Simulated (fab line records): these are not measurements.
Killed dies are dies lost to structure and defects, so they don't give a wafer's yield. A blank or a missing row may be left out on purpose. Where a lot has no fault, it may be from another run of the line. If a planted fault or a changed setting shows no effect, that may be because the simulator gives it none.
The tool behind it: which one? / flow sky130 / 14 lots, 42 wafers sampled, at 4 steps of a route of 708

## WHAT THE GAUGES READ, wafer by wafer
The record lacks any reading of a measuring or inspecting step that a usual standard deviation could be used to judge.

## TOOL THAT RAN EACH LOT (tool first, then ch and the chambers of the sampled wafers, then the start)
lot=L488; SKY_POLY_CUT_EXPOSE_05=krf-scanner-02 ch 0, day 24 04:01; SKY_METAL1_METAL_ETCH_19=rie-metal-04 ch 0,1, day 33 07:49; SKY_VIA2_ETCH_15=rie-diel-04 ch 0,1,3, day 36 19:44; SKY_VIA2_CMP_24=cmp-02 ch 0,2,3, day 36 20:46
lot=L489; SKY_POLY_CUT_EXPOSE_05=krf-scanner-02 ch 0, day 24 09:34; SKY_METAL1_METAL_ETCH_19=rie-metal-02 ch 0, day 33 13:46; SKY_VIA2_ETCH_15=rie-diel-04 ch 0,1,3, day 37 01:38; SKY_VIA2_CMP_24=cmp-01 ch 0,1, day 37 02:41
lot=L492; SKY_POLY_CUT_EXPOSE_05=krf-scanner-02 ch 0, day 25 12:10; SKY_METAL1_METAL_ETCH_19=rie-metal-03 ch 0,1, day 34 13:43; SKY_VIA2_ETCH_15=rie-diel-04 ch 0,3, day 38 00:58; SKY_VIA2_CMP_24=cmp-02 ch 1,2,3, day 38 02:36
lot=L490; SKY_POLY_CUT_EXPOSE_05=krf-scanner-02 ch 0, day 25 16:58; SKY_METAL1_METAL_ETCH_19=rie-metal-04 ch 0,1, day 34 15:44; SKY_VIA2_ETCH_15=rie-diel-01 ch 0,1, day 38 01:55; SKY_VIA2_CMP_24=cmp-02 ch 0,1,3, day 38 03:05
lot=L494; SKY_POLY_CUT_EXPOSE_05=krf-scanner-01 ch 0, day 26 08:42; SKY_METAL1_METAL_ETCH_19=rie-metal-02 ch 0, day 35 07:07; SKY_VIA2_ETCH_15=rie-diel-03 ch 0,3, day 38 17:47; SKY_VIA2_CMP_24=cmp-01 ch 2,3, day 38 18:52
lot=L496; SKY_POLY_CUT_EXPOSE_05=krf-scanner-01 ch 0, day 26 22:04; SKY_METAL1_METAL_ETCH_19=rie-metal-04 ch 0,1, day 35 19:04; SKY_VIA2_ETCH_15=rie-diel-04 ch 1,3, day 39 05:46; SKY_VIA2_CMP_24=cmp-01 ch 0,3, day 39 06:48
lot=L498; SKY_POLY_CUT_EXPOSE_05=krf-scanner-01 ch 0, day 27 17:49; SKY_METAL1_METAL_ETCH_19=rie-metal-02 ch 0,1, day 36 13:25; SKY_VIA2_ETCH_15=rie-diel-01 ch 0,1, day 39 21:47; SKY_VIA2_CMP_24=cmp-01 ch 2,3, day 39 22:49
lot=L499; SKY_POLY_CUT_EXPOSE_05=krf-scanner-01, day 28 04:14; SKY_METAL1_METAL_ETCH_19=-; SKY_VIA2_ETCH_15=-; SKY_VIA2_CMP_24=-
lot=L500; SKY_POLY_CUT_EXPOSE_05=krf-scanner-02, day 28 08:02; SKY_METAL1_METAL_ETCH_19=-; SKY_VIA2_ETCH_15=-; SKY_VIA2_CMP_24=-
lot=L501; SKY_POLY_CUT_EXPOSE_05=krf-scanner-02 ch 0, day 28 12:37; SKY_METAL1_METAL_ETCH_19=rie-metal-04 ch 0,1, day 37 05:19; SKY_VIA2_ETCH_15=rie-diel-03 ch 0,3, day 40 15:08; SKY_VIA2_CMP_24=cmp-02 ch 1,2,3, day 40 16:17
lot=L507; SKY_POLY_CUT_EXPOSE_05=krf-scanner-01 ch 0, day 30 18:13; SKY_METAL1_METAL_ETCH_19=rie-metal-02 ch 0,1, day 39 07:06; SKY_VIA2_ETCH_15=rie-diel-04 ch 2,3, day 42 12:29; SKY_VIA2_CMP_24=cmp-02 ch 1,2,3, day 42 13:34
lot=L508; SKY_POLY_CUT_EXPOSE_05=krf-scanner-01 ch 0, day 31 04:21; SKY_METAL1_METAL_ETCH_19=rie-metal-03 ch 0,1, day 39 16:43; SKY_VIA2_ETCH_15=rie-diel-04 ch 0,3, day 42 21:17; SKY_VIA2_CMP_24=cmp-01 ch 0,1,2, day 42 22:25
lot=L509; SKY_POLY_CUT_EXPOSE_05=krf-scanner-02 ch 0, day 31 10:21; SKY_METAL1_METAL_ETCH_19=rie-metal-03 ch 1, day 39 20:55; SKY_VIA2_ETCH_15=rie-diel-01 ch 0,1, day 43 01:31; SKY_VIA2_CMP_24=cmp-01 ch 0,1, day 43 02:54
lot=L510; SKY_POLY_CUT_EXPOSE_05=krf-scanner-02 ch 0, day 31 19:03; SKY_METAL1_METAL_ETCH_19=rie-metal-03 ch 0,1, day 40 06:39; SKY_VIA2_ETCH_15=rie-diel-01 ch 0,1,3, day 43 11:20; SKY_VIA2_CMP_24=cmp-01 ch 1,2,3, day 43 12:24
- SKY_POLY_CUT_EXPOSE_05: exposes mask NPCM, target cd 270 nm.
- SKY_METAL1_METAL_ETCH_19: etches the open film in Cl2/BCl3, stops on SiO2, target depth 360 nm, time 78 s.
- SKY_VIA2_ETCH_15: etches SiO2 in C4F8/O2/Ar, stops on TiN, target depth 546 nm, time 84 s.
- SKY_VIA2_CMP_24: polishes, stops on SiO2, t overpolish 20 s, target thk 0 nm.

## AS READ BY THE TOOLS THEMSELVES (means over the sampled wafers that have a number; for cases with no such wafer, the mark the record gives instead)
SKY_POLY_CUT_EXPOSE_05.
lot=L488; tool=krf-scanner-02; exposure-dose-mJ-cm2=32.00; focus-offset-nm (nm)=-0.0
lot=L489; tool=krf-scanner-02; exposure-dose-mJ-cm2=32.01; focus-offset-nm (nm)=-0.8
lot=L492; tool=krf-scanner-02; exposure-dose-mJ-cm2=31.99; focus-offset-nm (nm)=0.0
lot=L490; tool=krf-scanner-02; exposure-dose-mJ-cm2=31.97; focus-offset-nm (nm)=-0.5
lot=L494; tool=krf-scanner-01; exposure-dose-mJ-cm2=32.03; focus-offset-nm (nm)=-0.2
lot=L496; tool=krf-scanner-01; exposure-dose-mJ-cm2=32.01; focus-offset-nm (nm)=0.4
lot=L498; tool=krf-scanner-01; exposure-dose-mJ-cm2=32.00; focus-offset-nm (nm)=-0.3
lot=L499; tool=krf-scanner-01; exposure-dose-mJ-cm2=-; focus-offset-nm (nm)=-
lot=L500; tool=krf-scanner-02; exposure-dose-mJ-cm2=-; focus-offset-nm (nm)=-
lot=L501; tool=krf-scanner-02; exposure-dose-mJ-cm2=32.01; focus-offset-nm (nm)=0.0
lot=L507; tool=krf-scanner-01; exposure-dose-mJ-cm2=31.98; focus-offset-nm (nm)=-0.1
lot=L508; tool=krf-scanner-01; exposure-dose-mJ-cm2=32.03; focus-offset-nm (nm)=0.2
lot=L509; tool=krf-scanner-02; exposure-dose-mJ-cm2=32.00; focus-offset-nm (nm)=1.0
lot=L510; tool=krf-scanner-02; exposure-dose-mJ-cm2=32.00; focus-offset-nm (nm)=0.7

SKY_METAL1_METAL_ETCH_19.
lot=L488; tool=rie-metal-04; drypump-motor-current-A (A)=4.8; oes-product-au (a.u.)=0.860; throttle-valve-pct (%)=22.268
lot=L489; tool=rie-metal-02; drypump-motor-current-A (A)=5.3; oes-product-au (a.u.)=0.852; throttle-valve-pct (%)=22.268
lot=L492; tool=rie-metal-03; drypump-motor-current-A (A)=5.5; oes-product-au (a.u.)=0.854; throttle-valve-pct (%)=22.264
lot=L490; tool=rie-metal-04; drypump-motor-current-A (A)=4.8; oes-product-au (a.u.)=0.849; throttle-valve-pct (%)=22.280
lot=L494; tool=rie-metal-02; drypump-motor-current-A (A)=5.3; oes-product-au (a.u.)=0.848; throttle-valve-pct (%)=22.271
lot=L496; tool=rie-metal-04; drypump-motor-current-A (A)=4.8; oes-product-au (a.u.)=0.851; throttle-valve-pct (%)=22.268
lot=L498; tool=rie-metal-02; drypump-motor-current-A (A)=5.5; oes-product-au (a.u.)=0.852; throttle-valve-pct (%)=22.260
lot=L501; tool=rie-metal-04; drypump-motor-current-A (A)=4.8; oes-product-au (a.u.)=0.853; throttle-valve-pct (%)=22.267
lot=L507; tool=rie-metal-02; drypump-motor-current-A (A)=5.7; oes-product-au (a.u.)=0.849; throttle-valve-pct (%)=22.269
lot=L508; tool=rie-metal-03; drypump-motor-current-A (A)=5.6; oes-product-au (a.u.)=0.854; throttle-valve-pct (%)=22.268
lot=L509; tool=rie-metal-03; drypump-motor-current-A (A)=5.7; oes-product-au (a.u.)=0.852; throttle-valve-pct (%)=22.257
lot=L510; tool=rie-metal-03; drypump-motor-current-A (A)=5.5; oes-product-au (a.u.)=0.857; throttle-valve-pct (%)=22.272

SKY_VIA2_ETCH_15.
lot=L488; tool=rie-diel-04; oes-product-au (a.u.)=0.945
lot=L489; tool=rie-diel-04; oes-product-au (a.u.)=0.937
lot=L492; tool=rie-diel-04; oes-product-au (a.u.)=0.941
lot=L490; tool=rie-diel-01; oes-product-au (a.u.)=0.936
lot=L494; tool=rie-diel-03; oes-product-au (a.u.)=0.947
lot=L496; tool=rie-diel-04; oes-product-au (a.u.)=0.939
lot=L498; tool=rie-diel-01; oes-product-au (a.u.)=0.938
lot=L501; tool=rie-diel-03; oes-product-au (a.u.)=0.940
lot=L507; tool=rie-diel-04; oes-product-au (a.u.)=0.939
lot=L508; tool=rie-diel-04; oes-product-au (a.u.)=0.936
lot=L509; tool=rie-diel-01; oes-product-au (a.u.)=0.936
lot=L510; tool=rie-diel-01; oes-product-au (a.u.)=0.942

SKY_VIA2_CMP_24.
lot=L488; tool=cmp-02; motor-current-A (A)=11.2; overpolish-run-s (s)=20.000; retaining-ring-pressure-frac=0.997; time-to-endpoint-s (s)=110
lot=L489; tool=cmp-01; motor-current-A (A)=10.8; overpolish-run-s (s)=20.000; retaining-ring-pressure-frac=1.003; time-to-endpoint-s (s)=102
lot=L492; tool=cmp-02; motor-current-A (A)=10.3; overpolish-run-s (s)=19.998; retaining-ring-pressure-frac=0.999; time-to-endpoint-s (s)=105
lot=L490; tool=cmp-02; motor-current-A (A)=11.6; overpolish-run-s (s)=19.998; retaining-ring-pressure-frac=1.000; time-to-endpoint-s (s)=106
lot=L494; tool=cmp-01; motor-current-A (A)=11.2; overpolish-run-s (s)=19.992; retaining-ring-pressure-frac=0.993; time-to-endpoint-s (s)=105
lot=L496; tool=cmp-01; motor-current-A (A)=10.8; overpolish-run-s (s)=19.999; retaining-ring-pressure-frac=1.007; time-to-endpoint-s (s)=104
lot=L498; tool=cmp-01; motor-current-A (A)=11.9; overpolish-run-s (s)=19.994; retaining-ring-pressure-frac=1.000; time-to-endpoint-s (s)=102
lot=L501; tool=cmp-02; motor-current-A (A)=10.5; overpolish-run-s (s)=20.008; retaining-ring-pressure-frac=1.002; time-to-endpoint-s (s)=105
lot=L507; tool=cmp-02; motor-current-A (A)=10.4; overpolish-run-s (s)=19.998; retaining-ring-pressure-frac=1.002; time-to-endpoint-s (s)=103
lot=L508; tool=cmp-01; motor-current-A (A)=11.5; overpolish-run-s (s)=20.005; retaining-ring-pressure-frac=0.999; time-to-endpoint-s (s)=103
lot=L509; tool=cmp-01; motor-current-A (A)=10.8; overpolish-run-s (s)=19.995; retaining-ring-pressure-frac=1.005; time-to-endpoint-s (s)=109
lot=L510; tool=cmp-01; motor-current-A (A)=11.3; overpolish-run-s (s)=19.996; retaining-ring-pressure-frac=1.003; time-to-endpoint-s (s)=104

## THE ANSWER, worked out from the rows above alone
Rule: the usual values come from the lots themselves. The widest of any qualifying gaps counts: lots, ordered by their means at a reading, are off when they make up no more than a third of the lots, leave a main group of 4 or more, and stand apart from it by 3 or more times the standard deviation of that group's means. A main group whose means are all the same, to the digits that the tables above print for the reading, isn't used. A lot without any number at a reading at which 4 lots or more have one is off too. All remaining lots with rows at the step are treated as sound. After the gauges, taken in route order, come the tools' own readings; for these a lot's mean is taken, as printed above. The first step at which some lot is off is used, and at that step the reading that is off furthest; a lot without a number counts as furthest.
Off, at SKY_POLY_CUT_EXPOSE_05 on exposure-dose-mJ-cm2: L499, L500. Without a number there: L499, L500. Mean 32.00 and standard deviation 0.017 in the main group.
A tool fits if, at that step or a process step before it, it ran every lot that is off, and no sound lot after the first of them. Not one of the candidates tried fits.

## WHAT THE SIMULATOR PUT IN
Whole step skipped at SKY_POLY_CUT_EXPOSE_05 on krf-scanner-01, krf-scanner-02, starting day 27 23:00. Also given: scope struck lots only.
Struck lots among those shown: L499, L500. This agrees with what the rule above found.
